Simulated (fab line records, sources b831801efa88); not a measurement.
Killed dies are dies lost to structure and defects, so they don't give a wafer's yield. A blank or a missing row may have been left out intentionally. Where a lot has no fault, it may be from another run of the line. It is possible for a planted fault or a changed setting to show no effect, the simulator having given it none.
Which tool did it? / flow sky130 / 15 lots, 45 wafers sampled, at 5 steps of a route of 708

## WHAT THE GAUGES READ, wafer by wafer
SKY_POLY_GATE_CD_MEAS_13: target cd 150 nm. Usual: cd_nm reads 150.1 nm (standard deviation 1.3).
lot=L846; measured=day 16 15:14; on=cd_sem-01; cd_nm (nm)=150.5 150.7 149.7; flag=
lot=L845; measured=day 16 15:33; on=cd_sem-01; cd_nm (nm)=152.2 150.4 151.0; flag=
lot=L848; measured=day 17 10:12; on=cd_sem-02; cd_nm (nm)=149.2 148.9 148.8; flag=
lot=L849; measured=day 18 22:29; on=cd_sem-02; cd_nm (nm)=150.3 150.3 149.7; flag=
lot=L852; measured=day 18 23:05; on=cd_sem-02; cd_nm (nm)=150.8 150.1 149.6; flag=
lot=L859; measured=day 21 13:09; on=cd_sem-01; cd_nm (nm)=150.5 149.7 148.7; flag=
lot=L860; measured=day 22 02:11; on=cd_sem-02; cd_nm (nm)=149.7 150.6 149.9; flag=
lot=L861; measured=day 22 08:43; on=cd_sem-01; cd_nm (nm)=149.5 148.2 148.2; flag=
lot=L862; measured=day 22 12:51; on=cd_sem-02; cd_nm (nm)=151.0 150.4 150.6; flag=
lot=L863; measured=day 22 17:07; on=cd_sem-02; cd_nm (nm)=149.1 150.4 150.5; flag=
lot=L865; measured=day 23 19:33; on=cd_sem-02; cd_nm (nm)=151.7 151.9 152.5; flag=
lot=L864; measured=day 23 19:52; on=cd_sem-01; cd_nm (nm)=149.5 150.0 148.9; flag=
lot=L866; measured=day 23 23:29; on=cd_sem-01; cd_nm (nm)=148.8 149.5 149.6; flag=
lot=L867; measured=day 24 05:45; on=cd_sem-02; cd_nm (nm)=148.6 149.8 149.6; flag=
lot=L868; measured=day 24 16:23; on=cd_sem-02; cd_nm (nm)=151.3 151.4 152.3; flag=

SKY_LDD_HVP_TW_MEAS_10. Usual: LDD_HVP_TW gives 455 (standard deviation 3.9).
lot=L846; measured=day 21 21:21; on=film_metro-01; LDD_HVP_TW=459 459 458; flag=
lot=L845; measured=day 21 21:31; on=film_metro-01; LDD_HVP_TW=460 460 460; flag=
lot=L848; measured=day 22 17:16; on=film_metro-01; LDD_HVP_TW=459 457 455; flag=
lot=L849; measured=day 24 04:11; on=film_metro-04; LDD_HVP_TW=452 451 454; flag=
lot=L852; measured=day 24 04:16; on=film_metro-01; LDD_HVP_TW=460 458 459; flag=
lot=L859; measured=day 26 15:57; on=film_metro-04; LDD_HVP_TW=455 451 452; flag=
lot=L860; measured=day 27 03:08; on=film_metro-04; LDD_HVP_TW=450 450 452; flag=
lot=L861; measured=day 27 09:38; on=film_metro-02; LDD_HVP_TW=455 457 459; flag=
lot=L862; measured=day 27 14:04; on=film_metro-04; LDD_HVP_TW=449 451 451; flag=
lot=L863; measured=day 27 18:49; on=film_metro-04; LDD_HVP_TW=451 451 450; flag=
lot=L865; measured=day 28 20:43; on=film_metro-01; LDD_HVP_TW=460 459 461; flag=
lot=L864; measured=day 28 20:56; on=film_metro-04; LDD_HVP_TW=451 452 452; flag=
lot=L866; measured=day 28 22:26; on=film_metro-04; LDD_HVP_TW=449 447 448; flag=
lot=L867; measured=day 29 03:13; on=film_metro-01; LDD_HVP_TW=459 459 460; flag=
lot=L868; measured=day 29 14:07; on=film_metro-01; LDD_HVP_TW=458 458 455; flag=

SKY_SD_P_CD_MEAS_07: target cd 380 nm. Usual: cd_nm reads 379 nm (standard deviation 3.1).
lot=L846; measured=day 25 16:49; on=cd_sem-02; cd_nm (nm)=381 381 380; flag=
lot=L845; measured=day 25 17:37; on=cd_sem-02; cd_nm (nm)=378 375 378; flag=
lot=L848; measured=day 26 12:25; on=cd_sem-02; cd_nm (nm)=384 383 385; flag=
lot=L849; measured=day 27 21:34; on=cd_sem-02; cd_nm (nm)=374 374 374; flag=
lot=L852; measured=day 27 22:28; on=cd_sem-01; cd_nm (nm)=379 379 377; flag=
lot=L859; measured=day 30 08:55; on=cd_sem-02; cd_nm (nm)=- - -; flag=OFF
lot=L860; measured=day 30 17:13; on=cd_sem-01; cd_nm (nm)=- - -; flag=OFF
lot=L861; measured=day 31 00:44; on=cd_sem-01; cd_nm (nm)=- - -; flag=OFF
lot=L862; measured=day 31 04:00; on=cd_sem-02; cd_nm (nm)=374 376 374; flag=
lot=L863; measured=day 31 09:20; on=cd_sem-02; cd_nm (nm)=378 379 380; flag=
lot=L865; measured=day 32 09:46; on=cd_sem-02; cd_nm (nm)=380 380 377; flag=
lot=L864; measured=day 32 10:55; on=cd_sem-01; cd_nm (nm)=382 382 383; flag=
lot=L866; measured=day 32 14:03; on=cd_sem-01; cd_nm (nm)=376 378 375; flag=
lot=L867; measured=day 32 18:58; on=cd_sem-01; cd_nm (nm)=377 376 375; flag=
lot=L868; measured=day 33 03:52; on=cd_sem-01; cd_nm (nm)=376 379 376; flag=

SKY_RES_XHIGH_TW_MEAS_09. Usual: RES_XHIGH_TW gives 1640 (standard deviation 8.6).
lot=L846; measured=day 26 22:44; on=film_metro-03; RES_XHIGH_TW=1626 1645 1626; flag=
lot=L845; measured=day 26 23:20; on=film_metro-02; RES_XHIGH_TW=1645 1640 1643; flag=
lot=L848; measured=day 27 17:47; on=film_metro-01; RES_XHIGH_TW=1651 1653 1648; flag=
lot=L849; measured=day 29 02:04; on=film_metro-02; RES_XHIGH_TW=1654 1641 1640; flag=
lot=L852; measured=day 29 02:40; on=film_metro-02; RES_XHIGH_TW=1637 1635 1645; flag=
lot=L859; measured=day 31 13:40; on=film_metro-02; RES_XHIGH_TW=2854 2864 2852; flag=OFF
lot=L860; measured=day 31 21:40; on=film_metro-02; RES_XHIGH_TW=2864 2871 2882; flag=OFF
lot=L861; measured=day 32 04:58; on=film_metro-01; RES_XHIGH_TW=2884 2894 2884; flag=OFF
lot=L862; measured=day 32 07:26; on=film_metro-02; RES_XHIGH_TW=1633 1632 1645; flag=
lot=L863; measured=day 32 12:17; on=film_metro-03; RES_XHIGH_TW=1636 1629 1635; flag=
lot=L865; measured=day 33 13:29; on=film_metro-03; RES_XHIGH_TW=1631 1638 1620; flag=
lot=L864; measured=day 33 14:08; on=film_metro-01; RES_XHIGH_TW=1651 1651 1666; flag=
lot=L866; measured=day 33 17:25; on=film_metro-03; RES_XHIGH_TW=1631 1625 1633; flag=
lot=L867; measured=day 33 22:43; on=film_metro-03; RES_XHIGH_TW=1632 1634 1633; flag=
lot=L868; measured=day 34 06:48; on=film_metro-02; RES_XHIGH_TW=1632 1633 1628; flag=

## WHAT TOOL EACH LOT RAN ON (gives the tool, then ch and the chambers of the sampled wafers, and finally the start)
lot=L846; SKY_SD_P_COAT_02=litho_track-04 ch 0, day 25 02:20
lot=L845; SKY_SD_P_COAT_02=litho_track-01 ch 0, day 25 03:31
lot=L848; SKY_SD_P_COAT_02=litho_track-01 ch 0, day 25 21:25
lot=L849; SKY_SD_P_COAT_02=litho_track-04 ch 0, day 27 07:26
lot=L852; SKY_SD_P_COAT_02=litho_track-04 ch 0, day 27 08:40
lot=L859; SKY_SD_P_COAT_02=litho_track-04, day 29 19:14
lot=L860; SKY_SD_P_COAT_02=litho_track-03, day 30 03:24
lot=L861; SKY_SD_P_COAT_02=litho_track-03, day 30 09:54
lot=L862; SKY_SD_P_COAT_02=litho_track-01 ch 0, day 30 12:52
lot=L863; SKY_SD_P_COAT_02=litho_track-04 ch 0, day 30 18:40
lot=L865; SKY_SD_P_COAT_02=litho_track-04 ch 0, day 31 19:31
lot=L864; SKY_SD_P_COAT_02=litho_track-03 ch 0, day 31 20:42
lot=L866; SKY_SD_P_COAT_02=litho_track-03 ch 0, day 31 22:57
lot=L867; SKY_SD_P_COAT_02=litho_track-03 ch 0, day 32 05:00
lot=L868; SKY_SD_P_COAT_02=litho_track-01 ch 0, day 32 15:01
- SKY_SD_P_COAT_02: resist thk 1140 nm.

## AS READ BY THE TOOLS THEMSELVES (means over the sampled wafers that have a number; for cases with no such wafer, the mark the record gives instead)
SKY_SD_P_COAT_02. Usual: chill_plate_temp_C 23.01 C, standard deviation 0.11; dispense_pressure_kPa 47.1 kPa, standard deviation 2.6.
lot=L846; tool=litho_track-04; chill_plate_temp_C (C)=23.02; dispense_pressure_kPa (kPa)=44.7; flag=
lot=L845; tool=litho_track-01; chill_plate_temp_C (C)=22.91; dispense_pressure_kPa (kPa)=50.8; flag=
lot=L848; tool=litho_track-01; chill_plate_temp_C (C)=22.93; dispense_pressure_kPa (kPa)=50.8; flag=
lot=L849; tool=litho_track-04; chill_plate_temp_C (C)=22.91; dispense_pressure_kPa (kPa)=44.7; flag=
lot=L852; tool=litho_track-04; chill_plate_temp_C (C)=23.13; dispense_pressure_kPa (kPa)=44.7; flag=
lot=L859; tool=litho_track-04; chill_plate_temp_C (C)=-; dispense_pressure_kPa (kPa)=-; flag=OFF
lot=L860; tool=litho_track-03; chill_plate_temp_C (C)=-; dispense_pressure_kPa (kPa)=-; flag=OFF
lot=L861; tool=litho_track-03; chill_plate_temp_C (C)=-; dispense_pressure_kPa (kPa)=-; flag=OFF
lot=L862; tool=litho_track-01; chill_plate_temp_C (C)=22.93; dispense_pressure_kPa (kPa)=50.8; flag=
lot=L863; tool=litho_track-04; chill_plate_temp_C (C)=23.13; dispense_pressure_kPa (kPa)=44.7; flag=
lot=L865; tool=litho_track-04; chill_plate_temp_C (C)=22.94; dispense_pressure_kPa (kPa)=44.7; flag=
lot=L864; tool=litho_track-03; chill_plate_temp_C (C)=23.03; dispense_pressure_kPa (kPa)=46.0; flag=
lot=L866; tool=litho_track-03; chill_plate_temp_C (C)=22.91; dispense_pressure_kPa (kPa)=45.9; flag=
lot=L867; tool=litho_track-03; chill_plate_temp_C (C)=23.02; dispense_pressure_kPa (kPa)=46.0; flag=
lot=L868; tool=litho_track-01; chill_plate_temp_C (C)=23.08; dispense_pressure_kPa (kPa)=50.8; flag=

## THE ANSWER, worked out from the rows above alone
Rule: a lot counts as off when the mean over its wafers that have a number is more than 3 standard deviations away from the usual mean. Also off: a lot with no number at a reading for which 4 or more lots have one. All remaining lots with rows at the step are treated as sound. First the gauges in route order, then the tools' own readings, where a lot's mean is used as printed above. The first step at which some lot is off is used, and at that step the reading that is off furthest; a lot without a number counts as furthest.
Off, at SKY_SD_P_CD_MEAS_07 on cd_nm: L859, L860, L861. Without a number there: L859, L860, L861.
If a tool, at a process step before that reading, ran all the lots that are off and no sound lot after the first of them, it fits. The gauges at SKY_SD_P_CD_MEAS_07 aren't tried: what is off there is off at SKY_RES_XHIGH_TW_MEAS_09 too, on other tools, and a gauge's error can't cause that. Of those tried, none fits.

## WHAT THE SIMULATOR PUT IN
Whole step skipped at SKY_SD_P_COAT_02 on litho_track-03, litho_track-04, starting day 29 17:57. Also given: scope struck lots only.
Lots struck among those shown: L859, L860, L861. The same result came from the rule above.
